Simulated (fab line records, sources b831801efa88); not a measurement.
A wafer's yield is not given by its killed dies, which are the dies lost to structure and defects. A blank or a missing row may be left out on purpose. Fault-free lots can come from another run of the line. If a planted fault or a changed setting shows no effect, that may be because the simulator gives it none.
The tool behind it: which one? -- flow gf180mcu -- 6 lots with 18 wafers sampled at 5 steps, on a route of 602 steps

WHAT THE GAUGES SHOWED, per wafer
GF_VT_IMPLANT_RS_MEAS_48: a four-point-probe measurement.
lot,measured,on,LVPWELL_RS (ohm/sq)
L781,day 7 17:45,film_metro-01,1199.5 1200.7 1200.1
L784,day 8 17:35,film_metro-02,1196.9 1198.9 1196.2
L788,day 9 19:26,film_metro-01,1201.4 1197.2 1198.4
L791,day 10 16:34,film_metro-02,1199.3 1196.4 1196.5
L794,day 11 14:38,film_metro-01,1196.5 1196.7 1195.5
L802,day 13 18:32,film_metro-04,1216.5 1213.9 1214.6

TOOL THAT RAN EACH LOT (tool first, then ch and the chambers of the sampled wafers, then the start)
lot,GF_STI_STRIP_15,GF_NWELL_STRIP_10,GF_LVPWELL_IMPLANT_09,GF_MVSD_STRIP_10
L781,"plasma_asher-03 ch 0,1, day 2 06:20","plasma_asher-02 ch 0,1, day 3 12:38","implanter-03 ch 0, day 4 01:48","plasma_asher-03 ch 0,1, day 4 15:42"
L784,"plasma_asher-01 ch 0,1, day 2 23:08","plasma_asher-01 ch 0,1, day 4 06:42","implanter-01 ch 0, day 4 19:53","plasma_asher-01 ch 0,1, day 5 10:21"
L788,"plasma_asher-03 ch 0,1, day 3 19:08","plasma_asher-01 ch 0,1, day 5 03:11","implanter-03 ch 0, day 5 18:16","plasma_asher-04 ch 0,1, day 6 08:59"
L791,"plasma_asher-03 ch 0,1, day 4 10:18","plasma_asher-01 ch 0,1, day 5 19:06","implanter-02 ch 0, day 6 10:23","plasma_asher-01 ch 0,1, day 7 02:59"
L794,"plasma_asher-01 ch 0, day 5 01:05","plasma_asher-02 ch 1, day 6 13:40","implanter-03 ch 0, day 7 05:23","plasma_asher-04 ch 0,1, day 7 21:26"
L802,"plasma_asher-04 ch 0,1, day 6 19:12","plasma_asher-02 ch 0,1, day 8 07:53","implanter-02 ch 0, day 9 00:05","plasma_asher-03 ch 0,1, day 9 17:50"
- GF_STI_STRIP_15: strips in O2/N2.
- GF_NWELL_STRIP_10: strips in O2/N2.
- GF_LVPWELL_IMPLANT_09
- GF_MVSD_STRIP_10: strips in O2/N2.

THE ANSWER, worked out from the rows above alone
Rule: usual is defined by the lots themselves. Put in order of their means at a reading, lots are off if they are a third of the lots or fewer, leave a main group of 4 or more, and stand apart from it by a gap of 3 or more times the standard deviation of the main group's means; of several such gaps the widest counts. A main group is skipped when, at the precision printed for the reading in the tables above, its means are all equal. A lot without any number at a reading at which 4 lots or more have one is off too. Any other lot the step has rows for is counted as sound.
Off: L802, at GF_VT_IMPLANT_RS_MEAS_48 (LVPWELL_RS). For the main group the mean is 1198.0 ohm/sq and the standard deviation 1.4.
If a tool, at a process step before that reading, ran all the lots that are off and no sound lot after the first of them, it fits. Those tools and the gauges at GF_VT_IMPLANT_RS_MEAS_48 are tried in the same way. Can't be told from this: 5 tools fit, plasma_asher-04 at GF_STI_STRIP_15, plasma_asher-02 at GF_NWELL_STRIP_10, implanter-02 at GF_LVPWELL_IMPLANT_09, plasma_asher-03 at GF_MVSD_STRIP_10, film_metro-04 at GF_VT_IMPLANT_RS_MEAS_48.

WHAT THE SIMULATOR PUT IN
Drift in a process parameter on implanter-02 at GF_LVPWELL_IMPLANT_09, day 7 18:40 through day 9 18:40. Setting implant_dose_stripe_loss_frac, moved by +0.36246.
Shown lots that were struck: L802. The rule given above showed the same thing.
